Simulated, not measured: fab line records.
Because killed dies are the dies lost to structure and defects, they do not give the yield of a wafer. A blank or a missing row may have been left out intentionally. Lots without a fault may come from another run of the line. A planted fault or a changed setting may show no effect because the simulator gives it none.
Which tool did it? + flow gf180mcu + 12 lots, 36 wafers sampled, at 3 steps of a route of 602

== WHAT THE GAUGES SHOWED, per wafer ==
GF_MIM_THK_MEAS_06. Usual: MIM_CVD_05_THK 42.1 nm, standard deviation 0.61.
| lot  | measured     | on            | MIM_CVD_05_THK (nm) | flag |
|------|--------------|---------------|---------------------|------|
| L504 | day 24 11:01 | film_metro-01 | 41.6 41.0 41.6      |      |
| L505 | day 25 00:02 | film_metro-01 | 41.7 41.5 42.1      |      |
| L507 | day 25 18:26 | film_metro-02 | 42.0 42.7 42.1      |      |
| L508 | day 25 19:22 | film_metro-02 | 41.2 41.9 43.0      |      |
| L509 | day 26 00:46 | film_metro-02 | 42.5 42.5 42.9      |      |
| L510 | day 26 10:26 | film_metro-02 | 41.9 41.3 41.6      |      |
| L517 | day 28 20:34 | film_metro-01 | 41.8 42.5 42.7      |      |
| L518 | day 29 13:39 | film_metro-02 | 41.7 43.1 42.7      |      |
| L521 | day 30 15:32 | film_metro-02 | 41.3 41.6 41.9      |      |
| L522 | day 31 04:13 | film_metro-01 | 42.0 42.2 43.0      |      |
| L523 | day 31 05:41 | film_metro-01 | 41.5 41.3 41.8      |      |
| L526 | day 31 16:32 | film_metro-02 | 41.5 41.8 42.5      |      |

GF_V5_THK_MEAS_03. Usual: V5_CVD_02_THK 1455 nm, standard deviation 17.
| lot  | measured     | on            | V5_CVD_02_THK (nm) | flag |
|------|--------------|---------------|--------------------|------|
| L504 | day 26 08:30 | film_metro-03 | 1437 1456 1457     |      |
| L505 | day 26 20:11 | film_metro-02 | 1433 1442 1452     |      |
| L507 | day 27 14:25 | film_metro-02 | 1446 1443 1445     |      |
| L508 | day 27 14:47 | film_metro-01 | 1457 1452 1488     |      |
| L509 | day 27 19:54 | film_metro-01 | 1454 1460 1458     |      |
| L510 | day 28 03:40 | film_metro-01 | 1458 1455 1466     |      |
| L517 | day 30 11:26 | film_metro-03 | 1433 1443 1441     |      |
| L518 | day 31 04:26 | film_metro-03 | 1449 1451 1487     |      |
| L521 | day 32 03:36 | film_metro-03 | 1446 1424 1439     |      |
| L522 | day 32 14:08 | film_metro-01 | 1424 1488 1482     |      |
| L523 | day 32 16:56 | film_metro-03 | 1450 1446 1470     |      |
| L526 | day 33 02:55 | film_metro-02 | 1457 1478 1473     |      |

== EACH LOT AND THE TOOL THAT RAN IT (in order: tool; ch and the chambers of the sampled wafers; start) ==
| lot  | GF_M1_METAL_ETCH_16               |
|------|-----------------------------------|
| L504 | rie_metal-04 ch 0,1, day 17 04:41 |
| L505 | rie_metal-03 ch 0,1, day 17 16:43 |
| L507 | rie_metal-03 ch 0,1, day 18 14:55 |
| L508 | rie_metal-03 ch 0,1, day 18 15:59 |
| L509 | rie_metal-04 ch 0, day 18 20:38   |
| L510 | rie_metal-03 ch 0,1, day 19 06:31 |
| L517 | rie_metal-04 ch 0,1, day 22 05:11 |
| L518 | rie_metal-03 ch 0,1, day 23 00:11 |
| L521 | rie_metal-01 ch 1, day 24 06:28   |
| L522 | rie_metal-03 ch 0,1, day 24 21:58 |
| L523 | rie_metal-01 ch 1, day 25 03:16   |
| L526 | rie_metal-01 ch 1, day 25 13:26   |
- GF_M1_METAL_ETCH_16: etches the open film in Cl2/BCl3, stops on SiO2, target depth 750.8 nm, time 125.1 s.

== WHAT THE TOOLS THEMSELVES READ (means of the sampled wafers that have a number; where no wafer has one, the mark that the record gives instead) ==
GF_M1_METAL_ETCH_16. Usual: drypump_motor_current_A 5.46 A, standard deviation 0.24; he_backside_leak_sccm 3.33 sccm, standard deviation 0.15; mfc_cl2_sccm 79.98 sccm, standard deviation 0.23; oes_product_au 0.992 a.u., standard deviation 0.006; throttle_valve_pct 28.227 %, standard deviation 0.01.
| lot  | tool         | drypump_motor_current_A (A) | he_backside_leak_sccm (sccm) | mfc_cl2_sccm (sccm) | oes_product_au (a.u.) | throttle_valve_pct (%) | flag |
|------|--------------|-----------------------------|------------------------------|---------------------|-----------------------|------------------------|------|
| L504 | rie_metal-04 | 5.23                        | 3.14                         | 79.86               | 0.989                 | 28.235                 |      |
| L505 | rie_metal-03 | 5.53                        | 3.35                         | 79.99               | 0.997                 | 28.228                 |      |
| L507 | rie_metal-03 | 5.54                        | 3.42                         | 79.81               | 0.993                 | 28.235                 |      |
| L508 | rie_metal-03 | 5.55                        | 3.51                         | 79.92               | 0.990                 | 28.218                 |      |
| L509 | rie_metal-04 | 5.06                        | 3.14                         | 79.82               | 0.989                 | 28.225                 |      |
| L510 | rie_metal-03 | 5.53                        | 3.40                         | 80.20               | 0.997                 | 28.226                 |      |
| L517 | rie_metal-04 | 5.24                        | 3.23                         | 79.74               | 0.986                 | 28.228                 |      |
| L518 | rie_metal-03 | 5.52                        | 3.40                         | 80.15               | 0.990                 | 28.225                 |      |
| L521 | rie_metal-01 | 5.44                        | 3.40                         | 79.95               | 0.992                 | 28.227                 |      |
| L522 | rie_metal-03 | 5.51                        | 3.50                         | 79.92               | 0.995                 | 28.221                 |      |
| L523 | rie_metal-01 | 5.45                        | 3.38                         | 80.12               | 0.995                 | 28.229                 |      |
| L526 | rie_metal-01 | 5.43                        | 3.23                         | 80.16               | 0.999                 | 28.233                 |      |

== THE ANSWER, worked out from the rows above alone ==
Rule: lot off if the mean of its wafers having a number is beyond 3 standard deviations from the usual mean. A lot without any number at a reading at which 4 lots or more have one is off too. The other lots that the step has rows for count as sound. Order of review: gauges by route order, followed by the tools' own readings, for which a lot's mean as printed above is used. At the first step where some lot is off, the reading lying furthest off is the one used; lots without a number count as furthest.
None of the lots is off at any reading shown; this tells nothing.

== WHAT THE SIMULATOR HAD PUT IN ==
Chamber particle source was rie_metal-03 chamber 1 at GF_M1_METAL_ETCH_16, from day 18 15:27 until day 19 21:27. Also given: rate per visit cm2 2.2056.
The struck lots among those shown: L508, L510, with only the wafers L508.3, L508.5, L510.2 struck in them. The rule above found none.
